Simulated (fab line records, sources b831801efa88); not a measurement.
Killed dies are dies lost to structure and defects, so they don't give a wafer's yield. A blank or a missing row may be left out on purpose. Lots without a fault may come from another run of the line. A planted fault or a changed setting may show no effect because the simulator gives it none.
fab line records | flow sky130
record lots=12 wafers=36 last_day=49
route steps=708 shown POLY_GATE@230 LDD_HVP@285 LDD_LDN@297
lots that met no fault: from a run of the same line without faults
start_h: hours from the record's first day to the start of the lot's first wafer shown | wait_h: hours since the lot's step before | " the same as in the row above | L1.1+2: a row that stands for several wafers | - no value, or no start given | * or withheld: withheld | < > ~ a bound
route shown NAME@n: a module of which the file shows steps, and the number in the route of the first | usual: mean/standard deviation of fault-free wafers | same: alike in all rows | chamber/n: place in a boat | sites: the reading at each site | _std_site: their standard deviation | _edge_site: outer sites' mean less inner sites' | radius_mm: how far each site lies from the wafer's centre | mask NAME#n: copy n | behind: the tool/chamber that last shaped the wafer | hold: why the lot was held/for how many hours/how that ended | device: the transistor (n, p or np) that didn't switch | end of line: the same wafers' tests at the end of the route | a step without rows: its recipe alone | killed: dies lost to structure and defects at the first sort, not the wafer's yield | map: a wafer's dies, x killed, . not, _ none there
set.NAME: the setting as run; set.NAME@STEP: as run at that earlier step | model.NAME: the simulator's own value behind a step, which no gauge read
steps of the route over a sample of lots; a table a step, a row a wafer
services: from which hour (start_h, from the record's first day; less than 0 if before it) a tool's chamber was out of use, for how many hours, and why
## steps
# step SKY_POLY_GATE_ETCH_16
# recipe stop_on=poly-Si chemistry=CH3F/O2 target=Si3N4 source_w=400 bias_w=80 pressure_mtorr=25 ch3f_flow_sccm=40 O2_flow_sccm=30 time_s=147.5 target_depth_a=750
# usual drypump_motor_current_A=5.7/0.58 oes_product_au=0.641/0.0046 throttle_valve_pct=10.536/0.0089
# columns lot.wafer tool chamber start_h wait_h drypump_motor_current_A oes_product_au rf_hours_counter_h throttle_valve_pct
L696.2 rie_diel-04 0 388.72 0.0 5.0 0.640 43 10.528
L696.4 " 3 " " 5.2 0.637 6 10.532
L696.5 " 3 " " 5.2 0.641 - 10.539
L697.1 rie_diel-04 3 415.62 0.0 5.2 0.635 6 10.525
L697.4 " 0 " " 5.0 0.634 - 10.535
L697.6 " 1 " " 6.3 0.636 - 10.543
L698.2 rie_diel-03 2 442.72 0.0 5.1 0.646 1 10.547
L698.4 " 1 " " 5.4 0.641 100 10.525
L698.6 " 3 " " 5.2 0.642 - 10.539
L700.1 rie_diel-03 1 451.57 0.0 5.4 0.639 100 10.550
L700.2 " 3 " " 5.2 0.644 27 10.541
L700.3 " 0 " " 6.3 0.637 12 10.534
L699.2 rie_diel-02 0 452.36 0.0 6.3 0.642 5 10.542
L699.4 " 1 " " 5.5 0.650 94 10.536
L699.6 " 1 " " 5.5 0.643 - 10.537
L701.3 rie_diel-02 3 467.72 0.0 6.8 0.640 4 10.550
L701.5 " 2 " " 5.5 0.643 - 10.524
L701.6 " 3 " " 6.8 0.645 - 10.530
L702.2 rie_diel-04 0 470.02 0.0 5.0 0.644 45 10.542
L702.3 " 2 " " 5.0 0.639 1 10.552
L702.6 " 3 " " 5.2 0.641 - 10.539
L703.2 rie_diel-03 3 470.02 0.0 5.2 0.639 28 10.537
L703.3 " 0 " " 6.3 0.645 12 10.539
L703.6 " 3 " " 5.2 0.648 - 10.540
L704.2 rie_diel-03 2 476.92 0.0 5.1 0.639 2 10.524
L704.3 " 3 " " 5.2 0.639 28 10.518
L704.6 " 2 " " 5.1 0.642 - 10.532
L705.3 rie_diel-02 3 479.06 0.0 6.8 0.643 4 10.543
L705.4 " 1 " " 5.6 0.645 95 10.534
L705.5 " 3 " " 6.8 0.650 - 10.544
L707.2 rie_diel-03 2 489.96 0.0 5.1 0.643 3 10.538
L707.3 " 3 " " 5.2 0.638 28 10.541
L707.6 " 1 " " 5.4 0.642 - 10.542
L706.1 rie_diel-04 1 498.17 0.0 6.3 0.633 49 10.534
L706.3 " 2 " " 5.0 0.645 2 10.534
L706.4 " 3 " " 5.2 0.635 8 10.544
# step SKY_LDD_HVP_OVL_MEAS_07
# usual LDD_HVP_OVL=-0.9/1.4
# columns lot.wafer tool chamber start_h wait_h LDD_HVP_OVL[nm]
L696.2 overlay-01 - 515.44 0.1 1.1
L696.4 " - " " 1.6
L696.5 " - " " 2.7
L697.1 overlay-01 - 540.53 0.1 -1.2
L697.4 " - " " -1.7
L697.6 " - " " -1.8
L698.2 overlay-02 - 568.19 0.1 -1.6
L698.4 " - " " -1.8
L698.6 " - " " -2.5
L700.1 overlay-02 - 576.03 0.1 2.1
L700.2 " - " " 1.9
L700.3 " - " " 3.0
L699.2 overlay-02 - 577.44 0.1 0.2
L699.4 " - " " 0.5
L699.6 " - " " -1.4
L701.3 overlay-01 - 592.05 0.1 -2.0
L701.5 " - " " -2.5
L701.6 " - " " -1.0
L702.2 overlay-02 - 592.34 0.1 -1.1
L702.3 " - " " -1.9
L702.6 " - " " -1.6
L703.2 overlay-01 - 594.74 0.1 -1.4
L703.3 " - " " -1.1
L703.6 " - " " -0.4
L704.2 overlay-01 - 599.94 0.1 -2.5
L704.3 " - " " -3.0
L704.6 " - " " -0.9
L705.3 overlay-02 - 601.05 0.1 0.4
L705.4 " - " " -1.0
L705.5 " - " " 1.3
L707.2 overlay-01 - 614.99 0.1 1.0
L707.3 " - " " 0.0
L707.6 " - " " 0.5
L706.1 overlay-01 - 620.13 0.1 0.7
L706.3 " - " " -0.8
L706.4 " - " " -1.3
# step SKY_LDD_HVP_STRIP_09
# recipe chemistry=O2/N2 power_w=1400 pressure_mtorr=1500 platen_temp_c=withheld o2_flow_sccm=3000 n2_flow_sccm=300 overash_fraction=0.5
# usual drypump_motor_current_A=5.79/0.3 oes_product_au=0.409/0.004 strip_time_to_endpoint_s=4.136/0.014
# columns lot.wafer tool chamber start_h wait_h drypump_motor_current_A oes_product_au rf_hours_counter_h strip_time_to_endpoint_s
L696.2 plasma_asher-01 1 515.62 0.1 5.79 0.412 68 4.133
L696.4 " 1 " " 5.81 0.411 - 4.123
L696.5 " 1 " " 5.79 0.411 - 4.138
L697.1 plasma_asher-02 1 540.72 0.1 5.74 0.404 81 4.147
L697.4 " 1 " " 5.74 0.414 - 4.122
L697.6 " 1 " " 5.73 0.414 - 4.147
L698.2 plasma_asher-01 0 568.37 0.1 6.32 0.407 72 4.161
L698.4 " 1 " " 5.79 0.403 - 4.149
L698.6 " 0 " " 6.30 0.409 - 4.138
L700.1 plasma_asher-04 1 576.22 0.1 5.30 0.407 45 4.130
L700.2 " 0 " " 5.70 0.411 45 4.133
L700.3 " 1 " " 5.29 0.412 - 4.125
L699.2 plasma_asher-02 0 577.62 0.1 5.90 0.411 84 4.126
L699.4 " 1 " " 5.75 0.406 - 4.148
L699.6 " 1 " " 5.74 0.411 - 4.141
L701.3 plasma_asher-01 0 592.25 0.1 6.32 0.402 - 4.114
L701.5 " 1 " " 5.80 0.411 - 4.134
L701.6 " 0 " " 6.32 0.411 - 4.121
L702.2 plasma_asher-04 1 592.52 0.1 5.28 0.408 47 4.133
L702.3 " 0 " " 5.71 0.410 - 4.155
L702.6 " 1 " " 5.27 0.408 - 4.149
L703.2 plasma_asher-04 0 594.92 0.1 5.69 0.404 47 4.142
L703.3 " 1 " " 5.30 0.410 - 4.145
L703.6 " 0 " " 5.70 0.406 - 4.162
L704.2 plasma_asher-01 1 600.12 0.1 5.80 0.412 76 4.127
L704.3 " 0 " " 6.33 0.406 - 4.122
L704.6 " 1 " " 5.79 0.401 - 4.155
L705.3 plasma_asher-04 0 601.25 0.1 5.71 0.405 - 4.146
L705.4 " 1 " " 5.33 0.414 - 4.140
L705.5 " 0 " " 5.70 0.406 - 4.130
L707.2 plasma_asher-04 1 615.17 0.1 5.32 0.406 49 4.121
L707.3 " 0 " " 5.70 0.408 - 4.115
L707.6 " 1 " " 5.32 0.407 - 4.136
L706.1 plasma_asher-02 1 620.32 0.1 5.74 0.412 89 4.119
L706.3 " 0 " " 5.91 0.404 - 4.139
L706.4 " 1 " " 5.72 0.411 - 4.123
# step SKY_LDD_LDN_IMPLANT_08
# recipe species=As energy_kev=15 dose_cm2=1.25e+13 tilt_deg=withheld rotation_deg=23
# usual end_station_pressure_torr=5.05e-06/2.7e-07 implant_ion_amu=75/0
# columns lot.wafer tool chamber start_h wait_h end_station_pressure_torr implant_ion_amu
L696.2 implanter-02 0 545.64 0.0 4.99e-06 75
L696.4 " 0 " " 5.26e-06 75
L696.5 " 0 " " 5.31e-06 75
L697.1 implanter-01 0 570.91 0.0 4.95e-06 75
L697.4 " 0 " " 5.44e-06 75
L697.6 " 0 " " 4.68e-06 75
L698.2 implanter-01 0 597.38 0.0 4.78e-06 75
L698.4 " 0 " " 4.9e-06 75
L698.6 " 0 " " 4.77e-06 75
L700.1 implanter-04 0 605.71 0.0 4.99e-06 75
L700.2 " 0 " " 5.26e-06 75
L700.3 " 0 " " 4.63e-06 75
L699.2 implanter-02 0 606.63 0.0 4.63e-06 75
L699.4 " 0 " " 5.12e-06 75
L699.6 " 0 " " 5.1e-06 75
L701.3 implanter-01 0 620.87 0.1 4.72e-06 75
L701.5 " 0 " " 5.09e-06 75
L701.6 " 0 " " 5e-06 75
L702.2 implanter-02 0 621.09 0.0 4.67e-06 75
L702.3 " 0 " " 4.95e-06 75
L702.6 " 0 " " 4.54e-06 75
L703.2 implanter-02 0 623.24 0.0 5.44e-06 75
L703.3 " 0 " " 5.32e-06 75
L703.6 " 0 " " 5.7e-06 75
L704.2 implanter-01 0 628.99 0.0 5.68e-06 49
L704.3 " 0 " " 5.8e-06 49
L704.6 " 0 " " 5.12e-06 49
L705.3 implanter-02 0 629.96 0.1 5.19e-06 49
L705.4 " 0 " " 5.05e-06 49
L705.5 " 0 " " 4.71e-06 49
L707.2 implanter-02 0 644.19 0.0 5.16e-06 49
L707.3 " 0 " " 5.3e-06 49
L707.6 " 0 " " 4.93e-06 49
L706.1 implanter-01 0 649.82 0.0 4.74e-06 49
L706.3 " 0 " " 4.72e-06 49
L706.4 " 0 " " 5.24e-06 49
# step SKY_LDD_LDN_TW_MEAS_13
# usual LDD_LDN_TW=1491/12
# columns lot.wafer tool chamber start_h wait_h LDD_LDN_TW
L696.2 film_metro-02 - 546.32 0.1 1478
L696.4 " - " " 1480
L696.5 " - " " 1481
L697.1 film_metro-04 - 571.61 0.1 1494
L697.4 " - " " 1489
L697.6 " - " " 1499
L698.2 film_metro-04 - 598.07 0.1 1484
L698.4 " - " " 1484
L698.6 " - " " 1488
L700.1 film_metro-04 - 606.41 0.1 1492
L700.2 " - " " 1478
L700.3 " - " " 1488
L699.2 film_metro-01 - 607.32 0.1 1496
L699.4 " - " " 1485
L699.6 " - " " 1487
L701.3 film_metro-01 - 621.54 0.1 1492
L701.5 " - " " 1494
L701.6 " - " " 1488
L702.2 film_metro-02 - 621.77 0.1 1463
L702.3 " - " " 1466
L702.6 " - " " 1465
L703.2 film_metro-04 - 626.33 0.1 1501
L703.3 " - " " 1498
L703.6 " - " " 1502
L704.2 film_metro-04 - 629.67 0.1 1410
L704.3 " - " " 1413
L704.6 " - " " 1410
L705.3 film_metro-04 - 630.63 0.1 1412
L705.4 " - " " 1420
L705.5 " - " " 1417
L707.2 film_metro-02 - 644.87 0.1 1374
L707.3 " - " " 1367
L707.6 " - " " 1366
L706.1 film_metro-01 - 650.52 0.1 1401
L706.3 " - " " 1396
L706.4 " - " " 1396
## services
# columns tool chamber start_h hours kind
rie_diel-04 2 369.39 3.5 repair
implanter-01 - 380.25 3.3 repair
implanter-02 - 381.67 0.6 repair
plasma_asher-01 - 394.54 1.0 repair
implanter-01 - 406.94 13.8 repair
rie_diel-03 - 422.04 0.5 repair
plasma_asher-04 - 427.30 2.5 repair
implanter-02 - 428.12 1.8 repair
rie_diel-04 1 431.75 2.6 repair
implanter-01 - 431.85 2.6 repair
rie_diel-03 3 474.25 2.3 repair
rie_diel-04 1 478.60 14.3 repair
implanter-01 - 487.46 0.9 repair
plasma_asher-01 - 498.76 2.2 repair
plasma_asher-01 - 517.09 3.4 repair
plasma_asher-01 - 519.06 8.1 repair
rie_diel-03 - 550.44 2.8 pm
implanter-02 - 555.19 5.6 pm
rie_diel-04 - 559.06 2.8 pm
implanter-02 - 594.26 4.9 repair
rie_diel-03 0 610.19 7.1 repair
plasma_asher-01 - 610.32 2.5 repair
plasma_asher-01 - 634.12 0.9 repair
rie_diel-04 2 645.78 6.6 repair
## key
first_sign step=SKY_LDD_LDN_IMPLANT_08 reading=implant_ion_amu direction=down sigmas=99+ usual=75 struck=49
effect step=SKY_LDD_LDN_TW_MEAS_13 reading=LDD_LDN_TW direction=down sigmas=7.6 usual=1491 struck=1398
met_at SKY_LDD_LDN_IMPLANT_08
struck_lots L704,L705,L706,L707
rows_end L705.4,L705.5
tester_left_out L704,L705,L706,L707
not_acting_at SKY_POLY_GATE_ETCH_16,SKY_LDD_HVP_OVL_MEAS_07,SKY_LDD_HVP_STRIP_09
onset_between 623.24 628.99
fault kind=wrong_recipe_download tool=implanter-01,implanter-02,implanter-04 chamber=- onset_h=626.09 steps=SKY_LDD_LDN_IMPLANT_08 wrong_recipe.not_listed=1
# tester_left_out: of these lots the tester's yield and bins aren't shown, on N5 and GAA mostly nor the transistor test; their killed dies are dies lost to structure and defects alone, not to doping, threshold or leakage, so they don't give the yield
# rows_end: these wafers met a further fault down the route, and their rows from its step on are left out
